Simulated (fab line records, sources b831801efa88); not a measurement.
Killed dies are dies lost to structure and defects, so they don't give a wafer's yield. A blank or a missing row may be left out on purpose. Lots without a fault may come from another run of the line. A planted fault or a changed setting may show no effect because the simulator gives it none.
Which tool did it? | flow sky130 | 12 lots, 36 wafers sampled, at 1 step of a route of 708

WHAT THE GAUGES READ, wafer by wafer
SKY_LDD_LDN_OVL_MEAS_07.
lot  | measured     | on         | LDD_LDN_OVL (nm)
L075 | day 22 19:15 | overlay-01 | 1.9 0.1 1.1
L077 | day 23 19:50 | overlay-02 | -1.2 -1.0 -0.2
L079 | day 24 14:57 | overlay-02 | -2.4 -0.9 -2.3
L081 | day 25 10:09 | overlay-01 | 2.5 1.9 1.3
L083 | day 26 07:00 | overlay-02 | -0.3 -0.5 -1.2
L085 | day 26 16:22 | overlay-02 | -0.2 1.5 -0.4
L087 | day 27 12:06 | overlay-02 | 2.4 1.2 0.7
L089 | day 28 04:45 | overlay-01 | -0.9 -0.7 -2.2
L091 | day 29 02:13 | overlay-01 | 2.1 2.2 0.5
L092 | day 29 19:31 | overlay-01 | -2.0 -2.5 -0.6
L094 | day 30 05:13 | overlay-01 | 1.9 1.5 2.7
L097 | day 30 21:48 | overlay-02 | -0.5 -1.5 -1.1

WHICH TOOL RAN EACH LOT (tool, then ch and the chambers of the sampled wafers, then the start)
The record holds no process step before these readings.

THE ANSWER, worked out from the rows above alone
Rule: what is usual is taken from the lots themselves. Put in order of their means at a reading, lots are off if they are a third of the lots or fewer, leave a main group of 4 or more, and stand apart from it by a gap of 3 or more times the standard deviation of the main group's means; of several such gaps the widest counts. A main group whose means are all the same, to the digits that the tables above print for the reading, isn't used. A lot without any number at a reading at which 4 lots or more have one is off too. The other lots that the step has rows for count as sound.
No lot is off at any reading shown: from this, nothing can be told.

WHAT THE SIMULATOR HAD PUT IN
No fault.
